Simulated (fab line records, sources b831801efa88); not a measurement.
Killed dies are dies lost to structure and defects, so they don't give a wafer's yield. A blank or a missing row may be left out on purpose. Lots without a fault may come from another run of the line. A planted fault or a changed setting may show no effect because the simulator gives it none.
fab line records | flow gf180mcu
record lots=12 wafers=36 last_day=34
route steps=602 shown STI@15 V2@405 M3@425 V3@432
lots that met no fault: from a run of the same line without faults
start_h: hours from the record's first day to the start of the lot's first wafer shown | wait_h: hours since the lot's step before | " the same as in the row above | L1.1+2: a row that stands for several wafers | - no value, or no start given | * or withheld: withheld | < > ~ a bound
route shown NAME@n: a module of which the file shows steps, and the number in the route of the first | usual: mean/standard deviation of fault-free wafers | same: alike in all rows | chamber/n: place in a boat | sites: the reading at each site | _std_site: their standard deviation | _edge_site: outer sites' mean less inner sites' | radius_mm: how far each site lies from the wafer's centre | mask NAME#n: copy n | behind: the tool/chamber that last shaped the wafer | hold: why the lot was held/for how many hours/how that ended | device: the transistor (n, p or np) that didn't switch | end of line: the same wafers' tests at the end of the route | a step without rows: its recipe alone | killed: dies lost to structure and defects at the first sort, not the wafer's yield | map: a wafer's dies, x killed, . not, _ none there
set.NAME: the setting as run; set.NAME@STEP: as run at that earlier step | model.NAME: the simulator's own value behind a step, which no gauge read
steps of the route over a sample of lots; a table a step, a row a wafer
services: from which hour (start_h, from the record's first day; less than 0 if before it) a tool's chamber was out of use, for how many hours, and why
## steps
# step GF_STI_ETCH_14
# recipe target=Si chemistry=HBr/Cl2/O2 target_depth_nm=360 icp_w=600 bias_w=150 pressure_mtorr=15 HBr_flow_sccm=150 Cl2_flow_sccm=40 O2_flow_sccm=6 time_s=102.9
# usual drypump_motor_current_A=5.8/0.31 oes_product_au=1.000/0.012 throttle_valve_pct=25.657/0.01
# columns lot.wafer tool chamber start_h wait_h drypump_motor_current_A oes_product_au rf_hours_counter_h throttle_valve_pct
L760.1 rie_si-01 2 27.59 0.0 6.0 1.008 128 25.646
L760.2 " 1 " " 5.5 1.004 155 25.650
L760.5 " 0 " " 6.1 0.991 - 25.682
L762.1 rie_si-02 2 35.81 0.0 5.8 0.989 142 25.651
L762.3 " 0 " " 5.5 1.000 11 25.663
L762.5 " 2 " " 5.8 0.991 - 25.653
L763.1 rie_si-02 2 41.31 0.0 5.8 0.985 142 25.662
L763.2 " 0 " " 5.5 1.005 12 25.637
L763.4 " 1 " " 5.3 0.988 80 25.676
L764.3 rie_si-02 3 46.18 0.0 5.9 1.016 73 25.651
L764.5 " 1 " " 5.3 0.988 - 25.660
L764.6 " 0 " " 5.5 1.010 - 25.661
L766.3 rie_si-01 1 56.58 0.0 5.5 1.021 155 25.648
L766.5 " 1 " " 5.5 1.013 - 25.651
L766.6 " 0 " " 6.1 0.985 - 25.668
L768.1 rie_si-02 2 67.18 0.0 5.8 0.992 142 25.658
L768.2 " 0 " " 5.5 1.026 12 25.649
L768.5 " 0 " " 5.4 1.016 - 25.655
L771.1 rie_si-02 3 82.24 0.0 5.9 0.985 73 25.663
L771.3 " 0 " " 5.5 1.009 12 25.631
L771.5 " 0 " " 5.6 1.012 - 25.650
L772.1 rie_si-01 2 87.06 0.0 6.0 1.001 129 25.653
L772.3 " 3 " " 6.1 1.021 91 25.663
L772.4 " 1 " " 5.5 1.000 0 25.666
L776.1 rie_si-02 3 109.03 0.0 5.9 0.991 73 25.669
L776.4 " 0 " " 5.5 1.100 12 25.588
L776.6 " 2 " " 5.8 0.993 - 25.655
L777.3 rie_si-01 2 112.34 0.0 6.0 0.994 129 25.648
L777.5 " 1 " " 5.5 0.999 - 25.653
L777.6 " 0 " " 6.1 0.986 - 25.652
L781.2 rie_si-02 3 133.81 0.0 5.9 0.986 74 25.658
L781.3 " 1 " " 5.3 0.980 81 25.669
L781.6 " 0 " " 5.5 1.101 - 25.589
L782.1 rie_si-01 3 140.78 0.0 6.1 1.017 91 25.654
L782.4 " 1 " " 5.5 1.008 1 25.650
L782.6 " 0 " " 6.1 1.004 - 25.669
# step GF_STI_STRIP_15
# recipe chemistry=O2/N2 power_w=1400 pressure_mtorr=1500 platen_temp_c=250 o2_flow_sccm=3000 n2_flow_sccm=300 overash_fraction=0.5
# usual drypump_motor_current_A=5.8/0.4 heater_power_w=337/37 oes_product_au=0.384/0.0049 platen_temp_c=250.00/0.2 strip_time_to_endpoint_s=3.73/0.05
# columns lot.wafer tool chamber start_h wait_h drypump_motor_current_A heater_power_w oes_product_au platen_temp_c rf_hours_counter_h strip_time_to_endpoint_s
L760.1 plasma_asher-01 0 27.67 0.0 6.5 375 0.390 250.05 37 3.77
L760.2 " 1 " " 5.8 303 0.387 250.10 37 3.72
L760.5 " 0 " " 6.5 378 0.388 250.31 - 3.82
L762.1 plasma_asher-02 0 35.88 0.0 5.7 320 0.390 250.19 23 3.80
L762.3 " 1 " " 5.5 390 0.384 249.62 - 3.76
L762.5 " 1 " " 5.5 391 0.389 249.70 - 3.68
L763.1 plasma_asher-04 0 41.38 0.0 5.2 314 0.381 250.08 41 3.75
L763.2 " 1 " " 5.8 275 0.385 250.01 41 3.71
L763.4 " 0 " " 5.2 318 0.389 249.46 - 3.80
L764.3 plasma_asher-02 1 46.29 0.1 5.5 390 0.387 250.07 - 3.77
L764.5 " 0 " " 5.7 323 0.396 250.26 - 3.86
L764.6 " 1 " " 5.5 393 0.382 249.86 - 3.71
L766.3 plasma_asher-02 1 56.69 0.1 5.4 384 0.381 249.77 - 3.74
L766.5 " 1 " " 5.5 383 0.387 249.73 - 3.72
L766.6 " 0 " " 5.7 328 0.393 250.20 - 3.78
L768.1 plasma_asher-01 0 67.26 0.0 6.5 366 0.383 250.10 40 3.67
L768.2 " 1 " " 5.9 308 0.380 249.94 40 3.69
L768.5 " 0 " " 6.5 367 0.391 249.83 - 3.72
L771.1 plasma_asher-01 1 82.31 0.0 5.8 306 0.381 249.87 42 3.75
L771.3 " 0 " " 6.5 378 0.380 249.88 - 3.72
L771.5 " 0 " " 6.6 375 0.378 249.69 - 3.69
L772.1 plasma_asher-01 1 87.13 0.0 5.9 303 0.381 250.22 43 3.72
L772.3 " 0 " " 6.5 373 0.390 250.06 - 3.71
L772.4 " 1 " " 5.9 308 0.386 250.17 - 3.72
L776.1 plasma_asher-04 1 109.11 0.0 5.9 275 0.382 249.97 49 3.76
L776.4 " 0 " " 5.2 327 0.371 250.04 - 3.59
L776.6 " 1 " " 5.9 280 0.388 249.62 - 3.76
L777.3 plasma_asher-01 0 112.45 0.1 6.5 376 0.389 249.76 - 3.71
L777.5 " 1 " " 5.8 309 0.385 249.89 - 3.68
L777.6 " 0 " " 6.5 375 0.382 250.11 - 3.66
L781.2 plasma_asher-01 1 133.88 0.0 5.8 303 0.381 249.84 48 3.72
L781.3 " 0 " " 6.5 380 0.382 250.09 - 3.79
L781.6 " 0 " " 6.6 372 0.374 250.21 - 3.54
L782.1 plasma_asher-01 0 140.86 0.0 6.5 363 0.381 250.05 49 3.65
L782.4 " 1 " " 5.9 315 0.376 250.17 - 3.59
L782.6 " 0 " " 6.6 381 0.368 250.15 - 3.60
# step GF_V2_CVD_23
# recipe material=W target_thk_nm=350 time_s=104.94 temp_c=400 pressure_torr=40
# usual heater_power_w=812/38
# columns lot.wafer tool chamber start_h wait_h heater_power_w
L760.1 cvd_w-01 1 472.07 0.0 822
L760.2 " 0 " " 804
L760.5 " 1 " " 845
L762.1 cvd_w-02 0 490.14 0.1 852
L762.3 " 1 " " 737
L762.5 " 1 " " 772
L763.1 cvd_w-02 0 491.74 0.0 861
L763.2 " 1 " " 759
L763.4 " 0 " " 831
L764.3 cvd_w-02 1 508.91 0.1 753
L764.5 " 0 " " 839
L764.6 " 1 " " 781
L766.3 cvd_w-01 0 525.14 0.1 822
L766.5 " 0 " " 825
L766.6 " 1 " " 849
L768.1 cvd_w-01 1 538.09 0.0 846
L768.2 " 0 " " 816
L768.5 " 1 " " 860
L771.1 cvd_w-01 1 559.07 0.0 814
L771.3 " 1 " " 844
L771.5 " 1 " " 851
L772.1 cvd_w-02 0 569.11 0.0 847
L772.3 " 1 " " 748
L772.4 " 0 " " 862
L776.1 cvd_w-02 0 604.60 0.0 841
L776.4 " 0 " " 859
L776.6 " 0 " " 846
L777.3 cvd_w-01 0 609.52 0.1 810
L777.5 " 0 " " 809
L777.6 " 1 " " 824
L781.2 cvd_w-01 0 633.62 0.1 830
L781.3 " 0 " " 816
L781.6 " 1 " " 827
L782.1 cvd_w-01 1 652.24 0.0 860
L782.4 " 0 " " 803
L782.6 " 1 " " 867
# step GF_M3_METAL_ETCH_16
# recipe chemistry=Cl2/BCl3 mask_material=KrF target_depth_nm=750.8 stop_on=SiO2 pressure_mtorr=8 icp_w=800 bias_w=140 Cl2_flow_sccm=80 bcl3_flow_sccm=40 time_s=125.1
# usual bcl3_flow_sccm=39.99/0.13 drypump_motor_current_A=5.9/0.41 oes_product_au=0.990/0.0058 throttle_valve_pct=28.231/0.0098
# columns lot.wafer tool chamber start_h wait_h bcl3_flow_sccm drypump_motor_current_A oes_product_au rf_hours_counter_h throttle_valve_pct
L760.1 rie_metal-04 1 496.81 0.0 40.05 6.0 0.991 13 28.222
L760.2 " 0 " " 40.18 5.5 0.992 5 28.229
L760.5 " 1 " " 40.17 6.0 0.990 - 28.232
L762.1 rie_metal-04 0 514.85 0.0 40.18 5.5 0.984 5 28.242
L762.3 " 0 " " 39.98 5.5 0.985 - 28.248
L762.5 " 0 " " 40.03 5.5 0.989 - 28.224
L763.1 rie_metal-02 0 516.08 0.0 39.96 6.3 0.991 10 28.241
L763.2 " 1 " " 40.25 5.3 0.995 8 28.233
L763.4 " 0 " " 39.86 6.3 0.998 - 28.224
L764.3 rie_metal-02 0 532.90 0.1 40.00 6.4 0.992 - 28.223
L764.5 " 1 " " 39.73 5.2 0.990 - 28.222
L764.6 " 0 " " 40.11 6.3 1.000 - 28.228
L766.3 rie_metal-04 0 548.60 0.1 40.17 5.5 0.992 - 28.247
L766.5 " 1 " " 39.94 6.0 0.990 - 28.228
L766.6 " 0 " " 40.04 5.5 0.976 - 28.258
L768.1 rie_metal-04 0 561.08 0.0 40.20 5.5 0.973 7 28.232
L768.2 " 1 " " 40.08 6.0 0.992 1 28.223
L768.5 " 0 " " 40.02 5.5 0.984 - 28.240
L771.1 rie_metal-02 1 581.71 0.0 39.92 5.3 0.982 9 28.213
L771.3 " 0 " " 40.04 6.3 0.995 - 28.217
L771.5 " 1 " " 40.00 5.3 0.991 - 28.222
L772.1 rie_metal-02 1 591.51 0.0 40.07 5.3 0.997 10 28.230
L772.3 " 1 " " 39.83 5.2 0.989 - 28.237
L772.4 " 0 " " 39.88 6.3 0.990 - 28.220
L776.1 rie_metal-01 0 626.43 0.0 40.21 6.0 0.987 16 28.240
L776.4 " 0 " " 40.04 6.0 0.996 - 28.227
L776.6 " 1 " " 39.91 6.5 0.999 - 28.236
L777.3 rie_metal-04 1 630.99 0.1 39.95 6.0 0.995 - 28.225
L777.5 " 0 " " 39.98 5.5 0.982 - 28.248
L777.6 " 1 " " 40.13 6.0 0.992 - 28.226
L781.2 rie_metal-04 0 654.43 0.0 40.15 5.5 0.979 10 28.254
L781.3 " 0 " " 39.96 5.5 0.986 - 28.234
L781.6 " 1 " " 40.15 6.0 0.995 - 28.230
L782.1 rie_metal-01 1 672.88 0.0 39.87 6.5 0.986 4 28.216
L782.4 " 0 " " 39.87 6.0 0.989 - 28.236
L782.6 " 0 " " 40.02 6.0 0.991 - 28.230
# step GF_V3_THK_MEAS_03
# recipe reads=SiO2_of_V3_CVD_02
# usual V3_CVD_02_THK=851/13
# columns lot.wafer tool chamber start_h wait_h V3_CVD_02_THK[nm]
L760.1 film_metro-01 - 498.01 0.0 851
L760.2 " - " " 848
L760.5 " - " " 883
L762.1 film_metro-03 - 516.00 0.0 855
L762.3 " - " " 871
L762.5 " - " " 859
L763.1 film_metro-01 - 517.31 0.0 835
L763.2 " - " " 847
L763.4 " - " " 839
L764.3 film_metro-03 - 533.74 0.1 855
L764.5 " - " " 869
L764.6 " - " " 857
L766.3 film_metro-02 - 549.44 0.1 829
L766.5 " - " " 842
L766.6 " - " " 857
L768.1 film_metro-03 - 561.95 0.0 855
L768.2 " - " " 865
L768.5 " - " " 873
L771.1 film_metro-02 - 582.58 0.0 869
L771.3 " - " " 854
L771.5 " - " " 871
L772.1 film_metro-03 - 592.42 0.0 832
L772.3 " - " " 839
L772.4 " - " " 836
L776.1 film_metro-01 - 627.33 0.0 830
L776.4 " - " " 848
L776.6 " - " " 863
L777.3 film_metro-01 - 631.84 0.1 829
L777.5 " - " " 847
L777.6 " - " " 853
L781.2 film_metro-03 - 655.30 0.0 832
L781.3 " - " " 833
L781.6 " - " " 840
L782.1 film_metro-01 - 673.74 0.0 866
L782.4 " - " " 869
L782.6 " - " " 869
## services
# columns tool chamber start_h hours kind
cvd_w-01 - 15.17 1.7 repair
plasma_asher-01 - 49.68 13.6 repair
plasma_asher-01 - 60.91 2.9 repair
rie_si-02 3 142.07 3.0 repair
rie_si-02 - 202.00 2.8 pm
rie_si-02 3 218.75 8.9 repair
rie_si-02 - 228.18 0.1 repair
rie_si-02 3 255.61 7.3 repair
cvd_w-01 0 261.74 6.2 repair
cvd_w-01 - 300.91 6.0 pm
cvd_w-01 1 336.73 3.0 repair
rie_si-02 3 383.02 10.4 repair
cvd_w-01 - 390.00 14.0 pm
rie_si-02 - 394.49 14.6 pm
plasma_asher-01 - 421.25 9.0 pm
cvd_w-01 - 467.24 0.4 repair
cvd_w-01 - 485.25 5.2 repair
rie_si-02 3 489.71 3.1 repair
cvd_w-01 0 493.44 16.0 repair
plasma_asher-01 - 511.69 2.8 pm
cvd_w-01 1 528.42 1.4 repair
rie_si-02 0 571.73 5.4 repair
cvd_w-01 - 572.36 24.4 repair
cvd_w-01 - 596.78 2.8 pm
## key
first_sign step=GF_STI_ETCH_14 reading=oes_product_au direction=up sigmas=8.5 usual=1.000 struck=1.100
effect step=GF_STI_ETCH_14 reading=throttle_valve_pct direction=down sigmas=6.7 usual=25.657 struck=25.588
effect step=GF_STI_STRIP_15 reading=strip_time_to_endpoint_s direction=down sigmas=3.4 usual=* struck=*
met_at GF_STI_ETCH_14
struck_lots L776,L781
struck_wafers L776.4,L781.6
tester_left_out L776,L781
not_acting_at GF_V2_CVD_23,GF_M3_METAL_ETCH_16,GF_V3_THK_MEAS_03
onset_between 82.24 109.03
fault kind=process_parameter_drift tool=rie_si-02 chamber=0 onset_h=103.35 steps=GF_STI_ETCH_14 channel=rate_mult offset=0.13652 shape=step end_h=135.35
# tester_left_out: of these lots the tester's yield and bins aren't shown, on N5 and GAA mostly nor the transistor test; their killed dies are dies lost to structure and defects alone, not to doping, threshold or leakage, so they don't give the yield
